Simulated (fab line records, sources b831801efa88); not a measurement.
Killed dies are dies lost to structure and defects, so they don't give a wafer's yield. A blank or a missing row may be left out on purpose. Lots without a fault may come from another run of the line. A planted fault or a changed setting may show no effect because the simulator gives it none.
A struck lot beside a sound one | flow gf180mcu | 15 steps out of a route of 602
Sound: wafers L559.4, L559.5, L559.6. Struck: wafer L558.3. (L558.4 of the same lot was not struck and is left out.) The cause comes at the end.
At each step with rows: each side's tool, then ch and its chambers, then its first start. Under that, the readings that differ: sound wafers | struck wafers | difference of the means | sigmas: that difference in standard deviations of wafers without a fault.
alike: readings whose means differ by less than 2 such deviations, and words and numbers that are the same on both sides. not compared: withheld readings, readings that some wafer has no value for, bounds like >300 that may hide the same value, and numbers for which the record gives no deviation and whose values overlap.
The two part at a step that has a row with sigmas, a row that says differs or no value, or rows on one side only. Numbers that don't overlap but have no deviation are shown without sigmas and don't part them. A reading that every wafer of one side lacks parts them only if that side has two wafers or more.

GF_HV_LDD_CD_MEAS_46: target cd 400 nm.
  sound on cd_sem-02, day 19 14:25; struck on cd_sem-02, day 19 03:33
  alike: cd_nm
GF_HV_LDD_OVL_MEAS_47:
  sound on overlay-01, day 19 14:29; struck on overlay-01, day 19 03:38
  alike: HV_LDD_03_OVL
then, 1 step without rows for these wafers: GF_HV_LDD_IMPLANT_48.
GF_HV_LDD_STRIP_49: strips in O2/N2.
  sound on plasma_asher-03 ch 0,1, day 19 14:41; struck on plasma_asher-03 ch 1, day 19 03:51
  alike: drypump_motor_current_A, heater_power_w, oes_product_au, strip_time_to_endpoint_s
  not compared: rf_hours_counter_h
GF_HV_LDD_TW_MEAS_50:
  sound on film_metro-01, day 19 14:47; struck on film_metro-02, day 19 03:56
  reading     | sound       | struck | difference | sigmas
  HV_LDD_4_TW | 569 567 565 | 557    | -10        | -2
then, 1 step without rows for these wafers: GF_HV_LDD_CLEAN_51 (cleans in SC1/SC2, time 150 s).
GF_HV_LDD_RTA_52: time 10 s.
  sound on rtp_anneal-01 ch 0, day 19 14:54; struck on rtp_anneal-01 ch 0, day 19 04:03
  alike: lamp_power_pct, wafer_temp_C_max
GF_HV_LDD_RS_MEAS_53: measures by four-point-probe.
  sound on film_metro-02, day 19 14:59; struck on film_metro-04, day 19 04:08
  alike: HV_LDD_RS
then, 1 step without rows for these wafers: GF_HV_LDD_CVD_54 (deposits SiO2 from TEOS, target thk 10 nm, time 75 s).
GF_HV_LDD_THK_MEAS_55:
  sound on film_metro-04, day 19 16:06; struck on film_metro-02, day 19 05:15
  reading                | sound          | struck | difference | sigmas
  HV_LDD_CVD_54_THK (nm) | 9.80 9.81 9.77 | 10.20  | +0.41      | +3
then, 1 step without rows for these wafers: GF_HV_LDD_CVD_56 (deposits Si3N4 from DCS/NH3, target thk 90 nm, time 1543 s).
GF_HV_LDD_THK_MEAS_57:
  sound on film_metro-04, day 19 17:35; struck on film_metro-01, day 19 06:44
  reading                | sound          | struck | difference | sigmas
  HV_LDD_CVD_56_THK (nm) | 87.6 88.4 88.0 | 90.1   | +2.1       | +2
GF_HV_LDD_ETCHBACK_58: etches Si3N4 in CH3F/O2, stops on SiO2, time 100 s, target depth 90 nm.
  sound on rie_diel-03 ch 0,3, day 19 17:37; struck on rie_diel-02 ch 2, day 19 06:47
  reading                                 | sound             | struck | difference | sigmas
  oes_product_au (a.u.)                   | 0.832 0.828 0.836 | 0.794  | -0.038     | -6
  model.etch.depth_nm (nm)                | 87.61 88.42 88.05 | 79.27  | -8.76      |
  model.SiO2_of_HV_LDD_CVD_54.thk_nm (nm) | 7.279 7.284 7.29  | 8.533  | +1.249     |
  alike: O2_flow_sccm, drypump_motor_current_A, throttle_valve_pct
  not compared: rf_hours_counter_h
then, 1 step without rows for these wafers: GF_NSD_DEHYDRATE_00 (time 60 s).
-- the record jumps here: 15 days lie between the struck wafers' starts before and after (it left off in module NSD and takes up again in module PASSIVATION, whose first step shown is number 602 of the route) --
GF_PASSIVATION_PROBE_99:
  the record has rows for the struck wafers here (prober-01, day 34 15:46) and none for the sound ones

WHERE THEY PART
First at GF_HV_LDD_TW_MEAS_50; last, within this record, at GF_PASSIVATION_PROBE_99.

WHY: what the simulator had put in
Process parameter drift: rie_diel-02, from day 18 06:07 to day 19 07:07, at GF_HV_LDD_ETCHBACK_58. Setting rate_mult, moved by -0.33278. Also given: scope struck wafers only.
